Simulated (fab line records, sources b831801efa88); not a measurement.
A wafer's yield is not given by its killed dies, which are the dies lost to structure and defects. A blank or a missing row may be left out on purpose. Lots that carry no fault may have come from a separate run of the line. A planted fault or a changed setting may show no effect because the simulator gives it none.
Which of the tools did it?    flow sky130    24 lots, 72 wafers sampled, at 3 steps of a route of 708

== WHAT THE GAUGES READ, wafer by wafer ==
SKY_VIA3_OVL_MEAS_13. Usual: VIA3_OVL gives 6 nm (standard deviation 4.8).
lot   measured      on          VIA3_OVL (nm)  flag
L074  day 39 04:25  overlay-01  4 9 -1         
L075  day 39 12:21  overlay-02  10 5 7         
L076  day 39 21:46  overlay-01  -8 2 1         
L077  day 40 04:46  overlay-02  0 3 1          
L078  day 41 02:58  overlay-01  7 8 -2         
L079  day 41 12:01  overlay-02  -4 9 10        
L080  day 41 16:25  overlay-01  3 -1 -4        
L081  day 41 16:39  overlay-02  -2 8 1         
L082  day 41 20:25  overlay-02  9 0 7          
L083  day 42 05:32  overlay-01  6 3 10         
L084  day 42 12:23  overlay-01  8 6 3          
L085  day 43 00:01  overlay-02  11 10 7        
L086  day 43 02:17  overlay-01  -5 3 2         
L087  day 43 03:43  overlay-02  5 11 4         
L088  day 43 12:40  overlay-02  8 7 9          
L089  day 43 19:03  overlay-02  5 6 3          
L090  day 43 22:29  overlay-02  6 2 2          
L091  day 44 08:49  overlay-01  11 13 9        
L092  day 44 09:48  overlay-01  13 3 12        
L094  day 44 22:14  overlay-01  13 10 6        
L093  day 45 05:53  overlay-02  -2 2 6         
L095  day 45 19:23  overlay-01  5 -3 13        
L097  day 45 23:16  overlay-02  10 16 4        
L096  day 45 23:38  overlay-01  10 4 11        

SKY_METAL4_OVL_MEAS_14. Usual: METAL4_OVL gives -2 nm (standard deviation 4.8).
lot   measured      on          METAL4_OVL (nm)  flag
L074  day 41 08:13  overlay-01  -1 4 2           
L075  day 41 15:14  overlay-02  -3 -9 -1         
L076  day 42 00:31  overlay-01  -4 -3 -7         
L077  day 42 06:59  overlay-02  -6 1 2           
L078  day 43 03:28  overlay-02  -3 -5 1          
L079  day 43 12:32  overlay-01  -9 -2 -8         
L080  day 43 16:16  overlay-01  5 4 0            
L081  day 43 17:48  overlay-02  -5 -4 -4         
L082  day 43 21:14  overlay-01  -9 -4 -2         
L083  day 44 04:40  overlay-01  -5 -2 0          
L084  day 44 12:46  overlay-02  -2 3 0           
L085  day 44 23:22  overlay-02  -5 -11 -10       
L086  day 45 01:29  overlay-02  -1 -4 4          
L087  day 45 02:28  overlay-01  3 5 2            
L088  day 45 10:32  overlay-02  -4 -6 -4         
L089  day 45 16:32  overlay-01  -3 4 -7          
L090  day 45 19:04  overlay-02  4 3 7            
L091  day 46 05:23  overlay-01  -2 -2 -2         
L092  day 46 05:45  overlay-02  -11 -15 -9       
L094  day 46 17:38  overlay-02  0 -1 -4          
L093  day 47 00:26  overlay-01  11 6 3           
L095  day 47 14:11  overlay-01  1 7 -5           
L097  day 47 18:17  overlay-01  7 0 2            
L096  day 47 18:37  overlay-01  -3 -4 -7         

== WHAT TOOL EACH LOT RAN ON (gives the tool, then ch and the chambers of the sampled wafers, and finally the start) ==
lot   SKY_METAL4_SPUTTER_02
L074  pvd_sputter-03, day 39 05:52
L075  pvd_sputter-04, day 39 13:53
L076  pvd_sputter-03, day 39 23:13
L077  pvd_sputter-04, day 40 06:13
L078  pvd_sputter-04, day 41 04:24
L079  pvd_sputter-01, day 41 13:28
L080  pvd_sputter-04, day 41 17:52
L081  pvd_sputter-04, day 41 18:10
L082  pvd_sputter-04, day 41 21:52
L083  pvd_sputter-04, day 42 06:58
L084  pvd_sputter-04, day 42 13:49
L085  pvd_sputter-01, day 43 01:27
L086  pvd_sputter-01, day 43 03:52
L087  pvd_sputter-01, day 43 05:10
L088  pvd_sputter-04, day 43 14:06
L089  pvd_sputter-04, day 43 20:37
L090  pvd_sputter-01, day 43 23:54
L091  pvd_sputter-01, day 44 10:16
L092  pvd_sputter-03, day 44 11:15
L094  pvd_sputter-03, day 44 23:41
L093  pvd_sputter-04, day 45 07:35
L095  pvd_sputter-03, day 45 20:53
L097  pvd_sputter-04, day 46 00:42
L096  pvd_sputter-01, day 46 01:04
- SKY_METAL4_SPUTTER_02: material AlCu, target thk 735 nm, time 39.1 s.

== WHAT THE TOOLS THEMSELVES READ (means of the sampled wafers that have a number; where no wafer has one, the mark that the record gives instead) ==
SKY_METAL4_SPUTTER_02. Usual: cathode_dc_power_W 10600 W, standard deviation 1.9; throttle_valve_pct 29.9 %, standard deviation 0.96.
lot   tool            cathode_dc_power_W (W)  throttle_valve_pct (%)  flag
L074  pvd_sputter-03  10600                   29.5                    
L075  pvd_sputter-04  10599                   30.7                    
L076  pvd_sputter-03  10601                   29.5                    
L077  pvd_sputter-04  10599                   30.7                    
L078  pvd_sputter-04  10600                   30.2                    
L079  pvd_sputter-01  10599                   29.1                    
L080  pvd_sputter-04  10601                   30.9                    
L081  pvd_sputter-04  10599                   30.7                    
L082  pvd_sputter-04  10601                   31.0                    
L083  pvd_sputter-04  10600                   30.6                    
L084  pvd_sputter-04  10600                   30.1                    
L085  pvd_sputter-01  10602                   29.1                    
L086  pvd_sputter-01  10601                   29.3                    
L087  pvd_sputter-01  10599                   29.3                    
L088  pvd_sputter-04  10599                   30.5                    
L089  pvd_sputter-04  10600                   31.2                    
L090  pvd_sputter-01  10601                   29.4                    
L091  pvd_sputter-01  10599                   28.7                    
L092  pvd_sputter-03  10599                   29.5                    
L094  pvd_sputter-03  10601                   29.4                    
L093  pvd_sputter-04  10596                   31.4                    
L095  pvd_sputter-03  10601                   29.6                    
L097  pvd_sputter-04  10599                   31.2                    
L096  pvd_sputter-01  10599                   28.5                    

== THE ANSWER, worked out from the rows above alone ==
Rule: take the mean of a lot's wafers that have a number; if it is more than 3 standard deviations from the usual mean, the lot is off. A lot without any number at a reading at which 4 lots or more have one is off too. Any other lot the step has rows for is counted as sound. The gauges are gone through in route order, then the tools' own readings, and for those a lot's mean is taken as printed above. At the first step where some lot is off, the reading lying furthest off is the one used; lots without a number count as furthest.
None of the lots is off at any reading shown; this tells nothing.

== WHAT WAS PUT IN BY THE SIMULATOR ==
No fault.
